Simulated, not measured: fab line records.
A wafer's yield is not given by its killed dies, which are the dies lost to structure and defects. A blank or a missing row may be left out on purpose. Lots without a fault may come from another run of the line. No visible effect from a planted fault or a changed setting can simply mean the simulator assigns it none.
A struck lot beside a sound one || flow sky130 || 19 out of 708 route steps
Sound: these wafers, L258.3, L258.4, L258.5. Wafers L265.3, L265.5, L265.6 were the ones struck. The cause is given at the end.
Each step with rows lists, per side, the tool, then ch with its chambers, then its first start. Under that, the readings that differ: sound wafers || struck wafers || difference of the means || sigmas: that difference in standard deviations of wafers without a fault.
alike: same words and numbers on both sides, and readings whose means sit less than 2 such deviations apart. not compared: any withheld reading, any reading some wafer has no value for, any bound like >300 that may hide the same value, and any number with overlapping values for which the record gives no deviation.
A row with sigmas, a row that says differs or no value, or rows on one side alone: a step with any of these is where the two part. Numbers that don't overlap but have no deviation are shown without sigmas and don't part them. Lack of a reading on every wafer of one side parts them only where that side has two or more wafers.

first, 3 steps without rows for these wafers: SKY_POLY_CUT_EXPOSE_05 (exposes mask NPCM, target cd 270 nm); SKY_POLY_CUT_PEB_06; SKY_POLY_CUT_DEVELOP_07 (develop time 60 s).
SKY_POLY_CUT_CD_MEAS_08: the cd target is 270 nm.
  sound on cd sem-01, day 25 08:07; struck on cd sem-01, day 27 21:16
{"reading": "cd nm (nm)", "sound": "269.8 271.2 270.8", "struck": "267.7 267.0 268.0", "difference": -3.0, "sigmas": -2}
SKY_POLY_CUT_OVL_MEAS_09:
  sound on overlay-02, day 25 08:12; struck on overlay-02, day 27 21:21
  alike: POLY_CUT_OVL
SKY_POLY_CUT_ETCH_10: etches BARC in N2/H2, stops on SiO2, time 45.9 s, target depth 60 nm.
  sound on rie diel-03 ch 0,3, day 25 08:14; struck on rie diel-02 ch 2,3, day 27 21:23
  alike: drypump motor current A, oes product au, rf fwd power W, throttle valve pct
  not compared: rf hours counter h
SKY_POLY_CUT_ETCH_11: etches Si3N4 in CF4/CH2F2/Ar, stops on poly-Si, time 42.5 s, target depth 60 nm.
  sound on rie diel-03 ch 0,3, day 25 08:16; struck on rie diel-02 ch 2,3, day 27 21:25
{"reading": "oes product au (a.u.)", "sound": "0.831 0.828 0.836", "struck": "0.822 0.819 0.818", "difference": -0.012, "sigmas": -2}
  alike: drypump motor current A, rf fwd power W, throttle valve pct
  not compared: rf hours counter h
SKY_POLY_CUT_STRIP_12: strips in O2/N2.
  sound on plasma asher-03 ch 0,1, day 25 08:20; struck on plasma asher-03 ch 0,1, day 27 21:29
  alike: drypump motor current A, o2 flow sccm, oes product au, strip time to endpoint s
  not compared: rf hours counter h
then, 4 steps without rows for these wafers: SKY_SD_P_DEHYDRATE_00 (time 60 s); SKY_SD_P_HMDS_01 (prime time 60 s); SKY_SD_P_COAT_02 (resist thk 1140 nm); SKY_SD_P_SOFTBAKE_03 (time 60 s).
SKY_SD_P_EXPOSE_04: exposes mask PSDM, target cd 380 nm.
  sound on iline stepper-01 ch 0, day 25 23:19; struck on iline stepper-01 ch 0, day 28 11:49
{"reading": "model.SD_P.overlay x nm (nm)", "sound": "2.559 2.559 2.559", "struck": "-97.23 -97.23 -97.23", "difference": -99.79, "sigmas": ""}
  alike: mask
then, 2 steps without rows for these wafers: SKY_SD_P_PEB_05; SKY_SD_P_DEVELOP_06 (develop time 60 s).
SKY_SD_P_CD_MEAS_07: the cd target is 380 nm.
  sound on cd sem-01, day 26 13:52; struck on cd sem-02, day 29 02:01
  alike: cd nm
SKY_SD_P_OVL_MEAS_08:
  sound on overlay-01, day 26 13:57; struck on overlay-01, day 29 02:06
{"reading": "SD_P_OVL (nm)", "sound": "1.1 1.2 -0.1", "struck": "-98.6 -98.4 -98.8", "difference": -99.3, "sigmas": -71}
then, 1 step without rows for these wafers: SKY_SD_P_IMPLANT_09.
-- record jumps: 19 days separate the struck wafers' starts on either side; left off in module SD_P, taken up again in module PAD_OPEN, whose first shown step is the route's number 708 --
SKY_PAD_OPEN_PROBE_99:
  rows exist in the record for the struck wafers here (prober-02, day 48 08:52), but not for the sound ones

## WHERE THEY PART
Earliest at SKY_POLY_CUT_CD_MEAS_08; latest, in this record, at SKY_PAD_OPEN_PROBE_99.

WHY: the cause the simulator had injected
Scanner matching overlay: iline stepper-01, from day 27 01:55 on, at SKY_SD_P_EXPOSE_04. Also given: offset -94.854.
